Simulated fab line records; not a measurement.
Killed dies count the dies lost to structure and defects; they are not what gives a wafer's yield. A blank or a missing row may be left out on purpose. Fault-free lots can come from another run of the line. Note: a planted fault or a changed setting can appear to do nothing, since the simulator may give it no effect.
fab line records	flow sky130
record: lots: 10	wafers: 30	last_day: 50
route steps=708 shown METAL3@568 VIA3@588 METAL4@599 PAD_OPEN@708
lots untouched by any fault: they come from a run of this same line in which no faults occurred
start_h: hours from the record's first day to the start of the lot's first wafer shown	wait_h: how many hours have passed since the lot's step before this one	" identical to the entry in the row above	L1.1+2: one row covering several wafers at once	- either no value or no given start	* or withheld: withheld	< > ~ a bound
route shown NAME@n: NAME is a module with steps in the file, n the number in the route of the first one	usual: mean/standard deviation taken from wafers without a fault	same: alike in all rows	chamber/n: place in a boat	sites: readings site by site	_std_site: standard deviation of those values	_edge_site: inner sites' mean taken away from outer sites' mean	radius_mm: how far each site lies from the wafer's centre	mask NAME#n: copy n	behind: the most recent tool/chamber to have shaped the wafer	hold: what put the lot on hold/how long, in hours/how the hold closed	device: the transistor (n, p or np) that didn't switch	end of line: the tests these same wafers got at the end of their route	for a step that has no rows: nothing shown but its recipe	killed: dies that structure and defects cost at the first sort, which is not the same as the wafer's yield	map: a wafer's dies, x killed, . not, _ none there
set.NAME: the setting the step ran with; set.NAME@STEP: the setting that earlier step ran with	model.NAME: the simulator's own value behind a step, which no gauge read
steps of the route over a sample of lots; a table a step, a row a wafer
services: the hour from which a tool's chamber was out of use, counted from the record's first day as start_h (under 0 if before that day), plus the number of hours and why
== steps ==
step: SKY_METAL3_METAL_ETCH_18
recipe: target_depth_a: 8450	stop_on: SiO2	over_etch_frac: 0.3	time_s: 183.1	chemistry: Cl2/BCl3	resist_sidewall_deg: 88	pressure_mtorr: 10	icp_w: 900	bias_w: 48.5	Cl2_flow_sccm: 60	bcl3_flow_sccm: 30
usual: bias_w: 48.51/0.13	chamber_pressure_mTorr: 10.000/0.0087	drypump_motor_current_A: 5.7/0.44	oes_product_au: 0.865/0.006	run_length_s: 211.5/0.53	throttle_valve_pct: 22.264/0.0083
lot.wafer	tool	chamber	start_h	wait_h	bias_w	chamber_pressure_mTorr	drypump_motor_current_A	oes_product_au	rf_hours_counter_h	run_length_s	throttle_valve_pct
L695.3	rie_metal-03	1	896.12	0.1	48.50	9.995	5.0	0.870	-	212.2	22.260
L695.4	"	0	"	"	48.42	10.002	5.2	0.864	-	211.5	22.257
L695.6	"	0	"	"	48.56	10.010	5.2	0.865	-	212.1	22.267
L697.3	rie_metal-02	1	914.81	0.1	48.75	10.001	6.1	0.875	-	211.8	22.270
L697.5	"	1	"	"	48.40	9.993	6.1	0.876	-	211.4	22.256
L697.6	"	0	"	"	48.43	10.003	5.6	0.868	-	210.8	22.267
L704.3	rie_metal-02	1	962.74	0.1	48.36	10.005	6.1	0.868	-	211.5	22.255
L704.5	"	1	"	"	48.49	10.014	6.1	0.859	-	211.7	22.265
L704.6	"	0	"	"	48.41	9.993	5.6	0.868	-	210.5	22.268
L707.1	rie_metal-04	1	989.41	0.0	48.54	10.005	5.7	0.870	8	211.6	22.275
L707.4	"	1	"	"	48.59	9.999	5.7	0.860	-	211.6	22.262
L707.5	"	1	"	"	48.75	10.026	5.7	0.861	-	212.1	22.272
L710.3	rie_metal-04	1	1003.74	0.1	48.25	9.997	5.7	0.871	-	212.0	22.265
L710.5	"	1	"	"	48.44	10.003	5.7	0.861	-	212.2	22.257
L710.6	"	0	"	"	48.42	9.993	6.3	0.864	-	212.0	22.262
L711.1	rie_metal-04	0	1014.31	0.0	48.65	9.986	6.3	0.864	14	212.0	22.269
L711.4	"	0	"	"	48.59	10.007	6.3	0.868	-	211.9	22.245
L711.5	"	1	"	"	48.45	10.009	5.7	0.866	-	211.5	22.276
L712.1	rie_metal-04	0	1026.86	0.0	48.58	10.015	6.3	0.854	15	211.7	22.273
L712.2	"	1	"	"	48.25	9.985	5.7	0.859	10	212.0	22.268
L712.4	"	1	"	"	48.65	10.005	5.7	0.855	-	211.8	22.250
L715.1	rie_metal-02	0	1040.70	0.0	48.51	10.006	5.6	0.869	16	211.1	22.255
L715.3	"	1	"	"	48.49	9.994	6.1	0.869	-	212.0	22.261
L715.6	"	1	"	"	48.48	10.006	6.1	0.870	-	211.6	22.250
L716.1	rie_metal-02	1	1041.35	0.0	48.35	10.002	6.1	0.859	14	211.9	22.278
L716.4	"	0	"	"	48.40	10.004	5.5	0.873	-	211.0	22.261
L716.6	"	0	"	"	48.36	10.004	5.5	0.869	-	210.6	22.258
L718.2	rie_metal-03	1	1049.10	0.0	48.52	10.005	5.0	0.878	19	212.3	22.263
L718.5	"	0	"	"	48.56	9.998	5.2	0.853	-	211.9	22.264
L718.6	"	1	"	"	48.53	10.007	5.0	0.863	-	212.6	22.261
step: SKY_VIA3_ETCH_15
recipe: target: SiO2	chemistry: C4F8/O2/Ar	target_depth_nm: 507	stop_on: TiN	mask_material: KrF-thick	source_w: 1500	bias_w: 1200	pressure_mtorr: 40	c4f8_flow_sccm: withheld	O2_flow_sccm: 6	Ar_flow_sccm: 300	time_s: 78
usual: bias_w: 1200/3.9	chamber_pressure_mTorr: 40.00/0.036	oes_product_au: 0.946/0.0047	run_length_s: 106.3/0.46
lot.wafer	tool	chamber	start_h	wait_h	bias_w	chamber_pressure_mTorr	oes_product_au	rf_hours_counter_h	run_length_s
L695.3	rie_diel-04	1	922.45	0.0	1197	39.98	0.951	4	106.6
L695.4	"	3	"	"	1198	39.96	0.937	24	106.5
L695.6	"	3	"	"	1198	39.93	0.944	-	106.7
L697.3	rie_diel-02	0	940.49	0.0	1192	40.06	0.940	10	107.4
L697.5	"	2	"	"	1198	39.94	0.947	-	107.0
L697.6	"	1	"	"	1206	39.99	0.944	-	106.1
L704.3	rie_diel-02	2	988.95	0.0	1202	40.01	0.939	12	107.2
L704.5	"	3	"	"	1200	39.99	0.945	-	107.1
L704.6	"	2	"	"	1200	40.00	0.947	-	107.4
L707.1	rie_diel-02	3	1014.55	0.0	1199	39.98	0.939	28	107.1
L707.4	"	3	"	"	1199	40.03	0.951	-	106.9
L707.5	"	2	"	"	1195	39.99	0.936	-	106.6
L710.3	rie_diel-02	0	1028.78	0.0	1205	39.93	0.941	12	107.1
L710.5	"	2	"	"	1202	40.06	0.938	-	106.6
L710.6	"	3	"	"	-	40.00	1.007	-	94.6
L711.1	rie_diel-02	1	1039.15	0.0	1200	40.00	0.944	20	106.5
L711.4	"	0	"	"	1201	39.98	0.944	12	107.2
L711.5	"	3	"	"	-	39.97	0.989	-	94.9
L712.1	rie_diel-04	1	1050.73	0.0	1196	40.03	0.941	8	106.0
L712.2	"	0	"	"	1193	40.05	0.947	14	106.3
L712.4	"	3	"	"	1203	40.02	0.946	29	106.4
L715.1	rie_diel-01	1	1064.10	0.0	1196	39.98	0.938	20	106.2
L715.3	"	2	"	"	1200	40.01	0.949	17	105.7
L715.6	"	1	"	"	1198	39.99	0.939	-	105.7
L716.1	rie_diel-04	1	1065.05	0.0	1204	40.01	0.947	9	106.0
L716.4	"	2	"	"	1195	40.00	0.948	15	106.1
L716.6	"	0	"	"	1201	40.03	0.949	-	106.1
L718.2	rie_diel-04	3	1072.09	0.0	1202	40.03	0.939	30	106.3
L718.5	"	2	"	"	1199	39.95	0.948	-	106.2
L718.6	"	3	"	"	1202	40.05	0.946	-	106.4
step: SKY_VIA3_STRIP_16
recipe: chemistry: O2/N2	power_w: 1400	pressure_mtorr: 1500	platen_temp_c: withheld	o2_flow_sccm: 3000	n2_flow_sccm: 300	overash_fraction: 0.5
usual: chamber_pressure_mTorr: 1499.8/1.3	drypump_motor_current_A: 5.9/0.43	oes_product_au: 0.402/0.0045	strip_time_to_endpoint_s: 4.126/0.022
lot.wafer	tool	chamber	start_h	wait_h	chamber_pressure_mTorr	drypump_motor_current_A	oes_product_au	rf_hours_counter_h	strip_time_to_endpoint_s
L695.3	plasma_asher-02	0	922.54	0.1	1500.5	5.4	0.405	-	4.114
L695.4	"	1	"	"	1500.1	6.2	0.414	-	4.132
L695.6	"	0	"	"	1498.5	5.4	0.400	-	4.107
L697.3	plasma_asher-03	0	940.58	0.1	1501.1	6.1	0.406	-	4.129
L697.5	"	1	"	"	1498.5	5.5	0.404	-	4.123
L697.6	"	0	"	"	1501.8	6.1	0.397	-	4.094
L704.3	plasma_asher-03	1	989.04	0.1	1503.5	5.5	0.405	-	4.125
L704.5	"	0	"	"	1498.0	6.1	0.404	-	4.137
L704.6	"	1	"	"	1499.9	5.5	0.412	-	4.146
L707.1	plasma_asher-02	0	1014.61	0.0	1503.7	5.4	0.399	124	4.141
L707.4	"	1	"	"	1499.0	6.2	0.395	-	4.149
L707.5	"	0	"	"	1500.2	5.4	0.395	-	4.142
L710.3	plasma_asher-02	1	1028.87	0.1	1498.6	6.2	0.393	-	4.136
L710.5	"	1	"	"	1500.4	6.2	0.405	-	4.151
L710.6	"	0	"	"	1498.0	5.4	0.412	-	4.304
L711.1	plasma_asher-01	0	1039.21	0.0	1497.5	6.7	0.400	31	4.151
L711.4	"	1	"	"	1498.9	5.8	0.398	-	4.155
L711.5	"	0	"	"	1498.7	6.7	0.406	-	4.326
L712.1	plasma_asher-02	0	1050.79	0.0	1500.7	5.4	0.407	128	4.141
L712.2	"	1	"	"	1499.4	6.2	0.405	128	4.129
L712.4	"	0	"	"	1501.4	5.4	0.399	-	4.139
L715.1	plasma_asher-03	1	1064.16	0.0	1500.9	5.5	0.398	99	4.175
L715.3	"	0	"	"	1500.7	6.2	0.402	-	4.166
L715.6	"	0	"	"	1502.9	6.1	0.404	-	4.161
L716.1	plasma_asher-03	1	1065.11	0.0	1496.1	5.5	0.403	99	4.117
L716.4	"	1	"	"	1500.6	5.5	0.407	-	4.110
L716.6	"	1	"	"	1498.6	5.5	0.412	-	4.132
L718.2	plasma_asher-03	0	1072.15	0.0	1500.9	6.1	0.396	100	4.099
L718.5	"	0	"	"	1498.9	6.1	0.413	-	4.111
L718.6	"	1	"	"	1501.4	5.5	0.391	-	4.106
step: SKY_VIA3_RS_MEAS_22
recipe: thk_meas_gauge: four-point-probe	reads: W_of_VIA3_CVD_21+TiN_of_VIA3_SPUTTER_20
usual: VIA3_W_RS: 0.2952/0.0028
lot.wafer	tool	chamber	start_h	wait_h	VIA3_W_RS[ohm/sq]
L695.3	film_metro-03	-	923.37	0.1	0.2914
L695.4	"	-	"	"	0.2953
L695.6	"	-	"	"	0.2900
L697.3	film_metro-04	-	941.36	0.1	0.2959
L697.5	"	-	"	"	0.2965
L697.6	"	-	"	"	0.2989
L704.3	film_metro-03	-	989.83	0.1	0.2970
L704.5	"	-	"	"	0.2986
L704.6	"	-	"	"	0.2945
L707.1	film_metro-03	-	1015.48	0.1	0.2954
L707.4	"	-	"	"	0.2924
L707.5	"	-	"	"	0.2899
L710.3	film_metro-04	-	1029.70	0.1	0.2903
L710.5	"	-	"	"	0.2944
L710.6	"	-	"	"	0.2989
L711.1	film_metro-03	-	1039.99	0.1	0.2935
L711.4	"	-	"	"	0.2955
L711.5	"	-	"	"	0.2946
L712.1	film_metro-03	-	1051.59	0.1	0.2958
L712.2	"	-	"	"	0.2979
L712.4	"	-	"	"	0.2947
L715.1	film_metro-02	-	1064.94	0.1	0.2917
L715.3	"	-	"	"	0.2929
L715.6	"	-	"	"	0.2957
L716.1	film_metro-04	-	1065.92	0.1	0.2986
L716.4	"	-	"	"	0.2968
L716.6	"	-	"	"	0.2914
L718.2	film_metro-03	-	1072.95	0.1	0.2987
L718.5	"	-	"	"	0.2936
L718.6	"	-	"	"	0.3004
step: SKY_METAL4_SPUTTER_01
recipe: material: TiN	target_thk_nm: 20	power_w: 6500	time_s: 16.7	chamber_pressure_pa: 0.4
usual: throttle_valve_pct: 29.6/0.98
lot.wafer	tool	chamber	start_h	wait_h	throttle_valve_pct
L695.3	pvd_sputter-03	-	923.83	0.0	29.1
L695.4	"	-	"	"	28.6
L695.6	"	-	"	"	29.1
L697.3	pvd_sputter-03	-	941.83	0.0	30.1
L697.5	"	-	"	"	30.4
L697.6	"	-	"	"	28.5
L704.3	pvd_sputter-03	-	990.30	0.0	29.9
L704.5	"	-	"	"	30.4
L704.6	"	-	"	"	28.4
L707.1	pvd_sputter-04	-	1015.98	0.0	28.4
L707.4	"	-	"	"	29.5
L707.5	"	-	"	"	28.4
L710.3	pvd_sputter-04	-	1030.16	0.0	28.5
L710.5	"	-	"	"	28.1
L710.6	"	-	"	"	30.2
L711.1	pvd_sputter-01	-	1040.49	0.0	30.4
L711.4	"	-	"	"	29.0
L711.5	"	-	"	"	30.4
L712.1	pvd_sputter-01	-	1052.10	0.0	30.4
L712.2	"	-	"	"	31.7
L712.4	"	-	"	"	29.3
L715.1	pvd_sputter-04	-	1065.44	0.0	30.0
L715.3	"	-	"	"	28.3
L715.6	"	-	"	"	28.6
L716.1	pvd_sputter-04	-	1067.24	0.0	28.6
L716.4	"	-	"	"	30.3
L716.6	"	-	"	"	30.0
L718.2	pvd_sputter-03	-	1073.43	0.0	30.2
L718.5	"	-	"	"	30.3
L718.6	"	-	"	"	28.6
step: SKY_PAD_OPEN_PROBE_99
usual: defect_limited_yield: 82.2/1.9	killed_at_M0_to_M3: 44/6.6	killed_at_M4_up: 3.4/1.9	killed_at_contacts: 25/5.6	killed_at_front_end: 15/4.6	killed_at_other: 0.3/0.6	killed_dies: 88/9.5	killed_open: 47/7.1	killed_short: 40/6.4
same: gross_dies: 492	killed_at_back_side: 0
lot.wafer	tool	chamber	start_h	wait_h	defect_limited_yield[%]	killed_at_M0_to_M3	killed_at_M4_up	killed_at_contacts	killed_at_front_end	killed_at_other	killed_dies	killed_open	killed_short
L695.3	prober-02	-	1071.06	0.2	82.9	41	1	24	17	1	84	50	33
L695.4	prober-02	-	1071.11	0.2	82.1	48	4	25	11	0	88	47	41
L695.6	prober-02	-	1071.21	0.2	81.9	50	1	16	21	1	89	60	29
L697.3	prober-02	-	1085.81	0.2	79.3	53	3	31	15	0	102	54	47
L697.5	prober-02	-	1085.91	0.2	82.7	43	2	22	18	0	85	46	39
L697.6	prober-02	-	1085.96	0.2	80.5	43	4	36	13	0	96	56	39
L704.3	prober-01	-	1126.69	0.2	83.3	47	2	23	10	0	82	37	45
L704.5	prober-01	-	1126.79	0.2	81.1	46	3	24	20	0	93	50	43
L704.6	prober-01	-	1126.84	0.2	82.7	53	3	21	8	0	85	45	40
L707.1	prober-02	-	1148.82	0.1	81.5	51	6	18	16	0	91	54	37
L707.4	prober-02	-	1148.97	0.2	80.5	42	3	29	22	0	96	49	46
L707.5	prober-02	-	1149.02	0.2	83.5	40	1	24	16	0	81	43	37
L710.3	prober-01	-	1158.77	0.2	83.3	34	5	29	13	1	82	46	36
L710.5	prober-01	-	1158.87	0.2	81.7	39	1	29	21	0	90	46	44
L710.6	prober-01	-	1158.92	0.2	85.2	38	1	14	20	0	73	36	37
L711.1	prober-02	-	1165.99	0.1	84.8	44	1	19	11	0	75	44	30
L711.4	prober-02	-	1166.14	0.2	79.9	57	5	28	9	0	99	62	36
L711.5	prober-02	-	1166.19	0.2	78.3	49	2	35	21	0	107	63	42
L712.1	prober-01	-	1175.76	0.1	80.9	45	5	27	17	0	94	41	53
L712.2	prober-01	-	1175.81	0.1	82.9	39	4	22	19	0	84	40	44
L712.4	prober-01	-	1175.91	0.2	82.3	51	4	23	9	0	87	43	44
L715.1	prober-01	-	1185.67	0.1	78.3	53	1	34	19	0	107	56	51
L715.3	prober-01	-	1185.77	0.2	82.1	42	3	27	16	0	88	40	48
L715.6	prober-01	-	1185.92	0.2	81.7	47	4	30	9	0	90	62	27
L716.1	prober-02	-	1187.17	0.1	82.5	41	2	24	19	0	86	43	43
L716.4	prober-02	-	1187.32	0.2	82.7	37	2	24	21	1	85	46	39
L716.6	prober-02	-	1187.42	0.2	78.9	44	4	30	26	0	104	47	57
L718.2	prober-02	-	1193.09	0.1	80.3	49	4	25	19	0	97	58	39
L718.5	prober-02	-	1193.24	0.2	82.1	44	4	25	15	0	88	52	36
L718.6	prober-02	-	1193.29	0.2	79.1	52	4	29	18	0	103	52	51
killed by level:class
L695.3 VIA1:geometric_particle:open=16 LI_CONTACT:geometric_particle:open=9 FIELD_ISO:geometric_particle:open=7 CONTACT:geometric_particle:open=7 METAL2:geometric_particle:short=5 METAL1:geometric_particle:short=5 VIA2:geometric_particle:open=5 LOCAL_INTERCONNECT:geometric_particle:short=4
L695.4 VIA1:geometric_particle:open=10 VIA2:geometric_particle:open=8 VIA3:geometric_particle:open=8 LI_CONTACT:geometric_particle:open=6 CONTACT:geometric_particle:open=6 METAL2:geometric_particle:short=6 LOCAL_INTERCONNECT:geometric_particle:short=5 CONTACT:geometric_particle:short=5
L695.6 VIA1:geometric_particle:open=11 VIA2:geometric_particle:open=9 LI_CONTACT:geometric_particle:open=8 FIELD_ISO:geometric_particle:short=6 POLY_GATE:geometric_particle:open=6 CONTACT:geometric_particle:open=5 METAL1:geometric_particle:open=5 METAL2:geometric_particle:short=5
L697.3 LI_CONTACT:geometric_particle:open=13 VIA1:geometric_particle:open=12 VIA2:geometric_particle:open=11 VIA1:geometric_particle:short=9 METAL2:geometric_particle:short=9 CONTACT:geometric_particle:open=7 FIELD_ISO:geometric_particle:short=4 SPACER:geometric_particle:short=4
L697.5 CONTACT:geometric_particle:open=10 VIA1:geometric_particle:open=9 METAL1:geometric_particle:short=7 LI_CONTACT:geometric_particle:open=7 SPACER:geometric_particle:short=6 FIELD_ISO:geometric_particle:open=5 METAL2:geometric_particle:short=4 VIA2:geometric_particle:open=4
L697.6 CONTACT:geometric_particle:open=14 LI_CONTACT:geometric_particle:open=12 VIA1:geometric_particle:open=8 METAL1:geometric_particle:short=6 METAL2:geometric_particle:short=6 VIA2:geometric_particle:open=5 LOCAL_INTERCONNECT:geometric_particle:short=5 VIA2:geometric_particle:short=5
L704.3 LI_CONTACT:geometric_particle:open=9 VIA1:geometric_particle:open=8 METAL1:geometric_particle:short=7 VIA2:geometric_particle:open=6 VIA2:geometric_particle:short=6 METAL2:geometric_particle:short=5 METAL3:geometric_particle:short=5 LOCAL_INTERCONNECT:geometric_particle:short=4
L704.5 VIA1:geometric_particle:open=13 LI_CONTACT:geometric_particle:open=9 VIA3:geometric_particle:open=9 METAL1:geometric_particle:short=8 LOCAL_INTERCONNECT:geometric_particle:short=7 POLY_GATE:geometric_particle:short=6 POLY_GATE:geometric_particle:open=5 CONTACT:geometric_particle:open=5
L704.6 VIA1:geometric_particle:open=12 METAL2:geometric_particle:short=10 CONTACT:geometric_particle:open=8 VIA3:geometric_particle:open=8 VIA2:geometric_particle:open=8 LOCAL_INTERCONNECT:geometric_particle:short=5 VIA1:geometric_particle:short=4 LI_CONTACT:geometric_particle:short=3
L707.1 VIA1:geometric_particle:open=13 CONTACT:geometric_particle:open=10 VIA2:geometric_particle:open=8 METAL1:geometric_particle:short=7 VIA1:geometric_particle:short=5 METAL2:geometric_particle:short=5 FIELD_ISO:geometric_particle:short=4 POLY_GATE:geometric_particle:open=4
L707.4 CONTACT:geometric_particle:open=10 FIELD_ISO:geometric_particle:short=9 LI_CONTACT:geometric_particle:open=9 VIA2:geometric_particle:open=8 CONTACT:geometric_particle:short=7 VIA1:geometric_particle:open=6 FIELD_ISO:geometric_particle:open=5 VIA1:geometric_particle:short=5
L707.5 CONTACT:geometric_particle:open=9 VIA1:geometric_particle:open=7 LI_CONTACT:geometric_particle:open=6 METAL1:geometric_particle:short=6 VIA2:geometric_particle:open=6 VIA3:geometric_particle:open=6 FIELD_ISO:geometric_particle:open=5 METAL2:geometric_particle:short=5
L710.3 CONTACT:geometric_particle:open=14 CONTACT:geometric_particle:short=10 VIA2:geometric_particle:open=7 METAL2:geometric_particle:short=5 VIA1:geometric_particle:open=5 VIA3:geometric_particle:open=5 METAL4:geometric_particle:short=4 FIELD_ISO:geometric_particle:open=3
L710.5 CONTACT:geometric_particle:open=12 VIA3:geometric_particle:open=7 LI_CONTACT:geometric_particle:open=6 METAL1:geometric_particle:short=6 POLY_GATE:geometric_particle:open=5 VIA1:geometric_particle:open=5 VIA3:geometric_particle:short=5 FIELD_ISO:geometric_particle:short=4
L710.6 FIELD_ISO:geometric_particle:short=7 POLY_GATE:geometric_particle:short=7 METAL1:geometric_particle:short=7 VIA2:geometric_particle:open=7 VIA1:geometric_particle:open=6 FIELD_ISO:geometric_particle:open=5 CONTACT:geometric_particle:open=5 VIA3:geometric_particle:open=5
L711.1 VIA1:geometric_particle:open=12 CONTACT:geometric_particle:open=8 METAL1:geometric_particle:short=5 METAL2:geometric_particle:open=5 LI_CONTACT:geometric_particle:open=4 METAL2:geometric_particle:short=4 VIA2:geometric_particle:open=4 CONTACT:geometric_particle:short=4
L711.4 VIA1:geometric_particle:open=18 VIA3:geometric_particle:open=15 LI_CONTACT:geometric_particle:open=8 CONTACT:geometric_particle:open=7 VIA1:geometric_particle:short=5 METAL1:geometric_particle:short=5 VIA2:geometric_particle:open=5 LI_CONTACT:geometric_particle:short=4
L711.5 VIA1:geometric_particle:open=15 LI_CONTACT:geometric_particle:open=12 CONTACT:geometric_particle:open=10 FIELD_ISO:geometric_particle:short=7 VIA2:geometric_particle:open=7 LI_CONTACT:geometric_particle:short=6 VIA3:geometric_particle:open=6 FIELD_ISO:geometric_particle:open=5
L712.1 CONTACT:geometric_particle:open=9 CONTACT:geometric_particle:short=8 VIA1:geometric_particle:open=8 METAL1:geometric_particle:short=7 METAL2:geometric_particle:short=7 POLY_GATE:geometric_particle:short=6 LI_CONTACT:geometric_particle:open=5 VIA2:geometric_particle:short=5
L712.2 LI_CONTACT:geometric_particle:open=9 VIA1:geometric_particle:open=6 VIA3:geometric_particle:open=6 VIA3:geometric_particle:short=6 FIELD_ISO:geometric_particle:short=5 FIELD_ISO:geometric_particle:open=5 CONTACT:geometric_particle:open=5 VIA2:geometric_particle:open=5
L712.4 VIA1:geometric_particle:open=11 CONTACT:geometric_particle:open=9 METAL1:geometric_particle:short=8 METAL3:geometric_particle:short=6 METAL2:geometric_particle:short=6 LOCAL_INTERCONNECT:geometric_particle:short=5 VIA3:geometric_particle:open=5 VIA2:geometric_particle:open=5
L715.1 VIA1:geometric_particle:open=15 CONTACT:geometric_particle:open=9 LI_CONTACT:geometric_particle:open=8 VIA3:geometric_particle:open=7 CONTACT:geometric_particle:short=7 FIELD_ISO:geometric_particle:short=6 METAL1:geometric_particle:short=6 VIA1:geometric_particle:short=6
L715.3 VIA1:geometric_particle:open=12 CONTACT:geometric_particle:open=8 FIELD_ISO:geometric_particle:short=7 LOCAL_INTERCONNECT:geometric_particle:short=6 CONTACT:geometric_particle:short=6 VIA3:geometric_particle:open=6 METAL2:geometric_particle:short=5 POLY_GATE:geometric_particle:short=4
L715.6 CONTACT:geometric_particle:open=15 VIA1:geometric_particle:open=15 VIA2:geometric_particle:open=9 VIA3:geometric_particle:open=6 LI_CONTACT:geometric_particle:open=5 METAL2:geometric_particle:short=5 CONTACT:geometric_particle:short=4 FIELD_ISO:geometric_particle:open=3
L716.1 VIA1:geometric_particle:short=11 VIA1:geometric_particle:open=9 LI_CONTACT:geometric_particle:open=8 VIA3:geometric_particle:open=6 LI_CONTACT:geometric_particle:short=5 FIELD_ISO:geometric_particle:open=4 CONTACT:geometric_particle:open=4 CONTACT:geometric_particle:short=4
L716.4 CONTACT:geometric_particle:open=10 VIA1:geometric_particle:open=8 LI_CONTACT:geometric_particle:open=6 FIELD_ISO:geometric_particle:short=5 FIELD_ISO:geometric_particle:open=5 POLY_GATE:geometric_particle:open=5 METAL3:geometric_particle:short=5 VIA3:geometric_particle:open=5
L716.6 VIA1:geometric_particle:open=12 CONTACT:geometric_particle:open=10 FIELD_ISO:geometric_particle:short=9 CONTACT:geometric_particle:short=9 VIA2:geometric_particle:open=8 VIA1:geometric_particle:short=7 METAL1:geometric_particle:short=7 METAL2:geometric_particle:short=6
L718.2 CONTACT:geometric_particle:open=16 VIA1:geometric_particle:open=14 METAL2:geometric_particle:short=9 POLY_GATE:geometric_particle:open=7 VIA2:geometric_particle:open=6 LOCAL_INTERCONNECT:geometric_particle:short=5 VIA3:geometric_particle:open=5 FIELD_ISO:geometric_particle:short=4
L718.5 VIA1:geometric_particle:open=13 LI_CONTACT:geometric_particle:open=9 CONTACT:geometric_particle:open=8 METAL2:geometric_particle:short=8 VIA2:geometric_particle:open=8 FIELD_ISO:geometric_particle:short=5 POLY_GATE:geometric_particle:short=4 FIELD_ISO:geometric_particle:open=3
L718.6 VIA1:geometric_particle:open=12 METAL2:geometric_particle:short=11 VIA2:geometric_particle:open=9 CONTACT:geometric_particle:open=8 LI_CONTACT:geometric_particle:open=7 VIA3:geometric_particle:open=7 VIA1:geometric_particle:short=6 LI_CONTACT:geometric_particle:short=5
== services ==
tool	chamber	start_h	hours	kind
pvd_sputter-04	1	883.01	-	consumable_replace:kit
pvd_sputter-04	1	883.01	18.0	scheduled_down
pvd_sputter-04	1	883.01	18.0	vent_cycle
pvd_sputter-01	-	898.87	9.4	repair
pvd_sputter-03	-	900.35	0.5	repair
rie_diel-01	-	923.17	4.3	pm
plasma_asher-01	-	927.09	2.5	repair
plasma_asher-02	-	931.11	8.5	repair
rie_metal-03	0	952.16	6.0	repair
pvd_sputter-04	0	991.16	-	consumable_replace:kit
pvd_sputter-04	0	991.16	18.0	scheduled_down
pvd_sputter-04	0	991.16	18.0	vent_cycle
pvd_sputter-04	-	1001.35	0.5	repair
rie_diel-01	-	1003.51	14.6	pm
rie_diel-02	0	1004.77	13.5	repair
rie_diel-01	2	1023.18	8.5	repair
rie_diel-04	1	1024.29	9.4	repair
plasma_asher-03	-	1030.41	2.1	repair
plasma_asher-03	-	1033.73	0.4	repair
pvd_sputter-03	-	1045.74	27.6	repair
pvd_sputter-01	-	1048.09	1.4	repair
plasma_asher-02	-	1055.28	9.0	pm
pvd_sputter-03	-	1055.87	2.5	repair
plasma_asher-01	-	1061.15	12.7	repair
== key ==
first_sign: step: SKY_VIA3_ETCH_15	reading: run_length_s	direction: down	sigmas: 25	usual: *	struck: *
effect: step: SKY_VIA3_ETCH_15	reading: oes_product_au	direction: up	sigmas: 11	usual: 0.946	struck: 0.998
effect: step: SKY_VIA3_STRIP_16	reading: strip_time_to_endpoint_s	direction: up	sigmas: 8.7	usual: *	struck: *
met_at SKY_VIA3_ETCH_15
struck_lots L710,L711
struck_wafers L710.6,L711.5
not_acting_at SKY_METAL3_METAL_ETCH_18,SKY_VIA3_RS_MEAS_22,SKY_METAL4_SPUTTER_01
onset_between 1014.55 1028.78
fault: kind: process_parameter_drift	tool: rie_diel-02	chamber: 3	onset_h: 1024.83	steps: SKY_VIA3_ETCH_15	channel: time_s	offset: *	shape: step	end_h: 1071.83	acts_in: *	stated: *
